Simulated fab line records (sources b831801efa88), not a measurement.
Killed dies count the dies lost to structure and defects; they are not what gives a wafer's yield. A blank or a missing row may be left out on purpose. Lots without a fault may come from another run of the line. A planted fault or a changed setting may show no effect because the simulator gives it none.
A struck lot beside a sound one ; flow sky130 ; 21 steps out of a route of 708
Sound: these wafers, L994.2, L994.3, L994.6. Wafers struck: L102.4, L102.5, L102.6. The cause is named last.
At each step with rows: each side's tool, then ch and its chambers, then its first start. Under that, the readings that differ: sound wafers ; struck wafers ; difference of the means ; sigmas: that difference in standard deviations of wafers without a fault.
alike: readings with means less than 2 such deviations apart, plus words and numbers identical on both sides. not compared: withheld readings, readings lacking a value on some wafer, bounds such as >300 that could conceal the same value, and numbers that have no deviation in the record and whose values overlap.
Wherever a step has rows on one side only, a row that says differs or no value, or a row with sigmas, the two part there. Numbers that don't overlap but have no deviation are shown without sigmas and don't part them. A reading that every wafer of one side lacks parts them only if that side has two wafers or more.

first, 4 steps without rows for these wafers: SKY_VT_ADJUST_HVTP_SOFTBAKE_03 (time 60 s); SKY_VT_ADJUST_HVTP_EXPOSE_04 (exposes mask HVTPM, target cd 380 nm); SKY_VT_ADJUST_HVTP_PEB_05; SKY_VT_ADJUST_HVTP_DEVELOP_06 (develop time 61.06 s).
SKY_VT_ADJUST_HVTP_CD_MEAS_07 targets a cd of 380 nm.
  sound: cdSem-01 at day 6 22:24; struck: cdSem-02 at day 8 22:47
  alike: cdNm
SKY_VT_ADJUST_HVTP_OVL_MEAS_08:
  sound: overlay-02 at day 6 22:31; struck: overlay-02 at day 8 22:52
  alike: VT_ADJUST_HVTP_OVL
then, 1 step without rows for these wafers: SKY_VT_ADJUST_HVTP_IMPLANT_09.
SKY_VT_ADJUST_HVTP_STRIP_10: strips in O2/N2.
  sound on plasmaAsher-04 ch 1, day 6 22:41; struck on plasmaAsher-01 ch 0,1, day 8 23:04
reading;sound;struck;difference;sigmas
stripTimeToEndpointS (s);14.25 14.30 14.27;14.16 14.20 14.15;-0.10;-2
  alike: drypumpMotorCurrentA, oesProductAu
  not compared: rfHoursCounterH
SKY_VT_ADJUST_HVTP_TW_MEAS_11:
  sound: filmMetro-04 at day 6 22:48; struck: filmMetro-02 at day 8 23:10
  alike: VT_ADJUST_HVTP_TW
then, 3 steps without rows for these wafers: SKY_VT_ADJUST_LVTN_DEHYDRATE_00 (time 60 s); SKY_VT_ADJUST_LVTN_HMDS_01 (prime time 60 s); SKY_VT_ADJUST_LVTN_COAT_02 (resist thk 3000 nm).
SKY_VT_ADJUST_LVTN_SOFTBAKE_03:
  sound on lithoTrack-03 ch 0, day 7 08:41; struck on lithoTrack-04 ch 0, day 9 10:19
reading;sound;struck;difference;sigmas
heaterPowerTotalW (W);65.40 65.43 65.41;54.94 55.18 54.96;-10.39;-80
plateTempC (C);110.06 110.14 110.03;96.83 96.83 96.99;-13.19;-88
then, 2 steps without rows for these wafers: SKY_VT_ADJUST_LVTN_EXPOSE_04 (exposes mask NWM COMPLEMENT LESS NATIVE, target cd 840 nm); SKY_VT_ADJUST_LVTN_PEB_05.
SKY_VT_ADJUST_LVTN_DEVELOP_06: develop time 60 s.
  sound on lithoTrack-03 ch 0; struck on lithoTrack-02 ch 0
reading;sound;struck;difference;sigmas
model.coat_of_VT_ADJUST_LVTN_COAT_02.thkNm (nm);2997 2989 2993;3111 3112 3101;+115;
SKY_VT_ADJUST_LVTN_OVL_MEAS_07:
  sound: overlay-02 at day 7 17:46; struck: overlay-01 at day 9 21:38
  alike: VT_ADJUST_LVTN_OVL
then, 1 step without rows for these wafers: SKY_VT_ADJUST_LVTN_IMPLANT_08.
SKY_VT_ADJUST_LVTN_STRIP_09: strips in O2/N2.
  sound on plasmaAsher-01 ch 1, day 7 17:56; struck on plasmaAsher-03 ch 0,1, day 9 21:50
reading;sound;struck;difference;sigmas
stripTimeToEndpointS (s);36.94 36.83 36.89;38.22 38.26 38.12;+1.31;+14
  alike: drypumpMotorCurrentA, oesProductAu
  not compared: rfHoursCounterH
SKY_VT_ADJUST_LVTN_TW_MEAS_10:
  sound: filmMetro-02 at day 7 18:03; struck: filmMetro-02 at day 9 21:56
  alike: VT_ADJUST_LVTN_TW
-- record jumps: 39 days separate the struck wafers' starts on either side; left off in module VT_ADJUST_LVTN, taken up again in module PAD_OPEN, whose first shown step is the route's number 708 --
SKY_PAD_OPEN_PROBE_99:
  sound: prober-02 at day 46 11:16; struck: prober-01 at day 49 07:27
reading;sound;struck;difference;sigmas
killedAtContacts;32 36 44;21 23 23;-15;-2
  alike: killed_at_M0_to_M3, killed_at_M4_up, killedAtFrontEnd, killedAtOther, killedDies, killedOnRim, killedOpen, killedShort

WHERE THEY PART
Last at SKY_PAD_OPEN_PROBE_99 as far as this record goes, first at SKY_VT_ADJUST_HVTP_STRIP_10.

WHY: what had been put in by the simulator
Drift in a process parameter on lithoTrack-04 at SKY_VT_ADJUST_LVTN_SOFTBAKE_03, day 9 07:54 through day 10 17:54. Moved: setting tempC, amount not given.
